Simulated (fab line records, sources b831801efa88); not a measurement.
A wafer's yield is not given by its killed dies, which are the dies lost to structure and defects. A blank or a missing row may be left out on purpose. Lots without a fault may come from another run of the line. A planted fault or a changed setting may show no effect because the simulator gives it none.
What tool caused it?	flow sky130	18 wafers from 6 lots sampled at 2 of the route's 708 steps

## WHAT THE GAUGES READ, wafer by wafer
SKY_LI_CONTACT_THK_MEAS_01.
lot	measured	on	LI_CONTACT_HDPCVD_THK (nm)
L770	day 28 14:53	film-metro-01	934 921 930
L773	day 29 13:23	film-metro-01	928 924 923
L775	day 31 03:25	film-metro-01	944 944 925
L778	day 31 05:29	film-metro-03	941 942 938
L784	day 33 04:19	film-metro-02	734 741 747
L790	day 35 00:17	film-metro-03	934 935 943

## EACH LOT AND THE TOOL THAT RAN IT (in order: tool; ch and the chambers of the sampled wafers; start)
lot	SKY_LI_CONTACT_HDPCVD_00
L770	hdpcvd-01 ch 0,1, day 28 14:46
L773	hdpcvd-01 ch 0,1,2, day 29 13:16
L775	hdpcvd-01 ch 1,2, day 31 03:19
L778	hdpcvd-01 ch 0,1,2, day 31 05:22
L784	hdpcvd-02 ch 1,2, day 33 04:13
L790	hdpcvd-01 ch 0,2, day 35 00:10
- SKY_LI_CONTACT_HDPCVD_00: deposits PSG, target thk 930 nm, time 155 s.

## THE ANSWER, worked out from the rows above alone
Rule: the usual values come from the lots themselves. The widest of any qualifying gaps counts: lots, ordered by their means at a reading, are off when they make up no more than a third of the lots, leave a main group of 4 or more, and stand apart from it by 3 or more times the standard deviation of that group's means. Not used: any main group whose means are identical at the precision the tables above print for the reading. Also off: a lot with no number at a reading for which 4 or more lots have one. All remaining lots with rows at the step are treated as sound.
Off: L784, seen at SKY_LI_CONTACT_THK_MEAS_01 (LI_CONTACT_HDPCVD_THK). Mean 934 nm and standard deviation 6 in the main group.
A tool fits if, at a process step before that reading, it ran every lot that is off, and no sound lot after the first of them. The gauges at SKY_LI_CONTACT_THK_MEAS_01 are tried like those tools. Undecided on this evidence; 2 tools fit (hdpcvd-02 at SKY_LI_CONTACT_HDPCVD_00, film-metro-02 at SKY_LI_CONTACT_THK_MEAS_01).

## WHAT THE SIMULATOR PUT IN
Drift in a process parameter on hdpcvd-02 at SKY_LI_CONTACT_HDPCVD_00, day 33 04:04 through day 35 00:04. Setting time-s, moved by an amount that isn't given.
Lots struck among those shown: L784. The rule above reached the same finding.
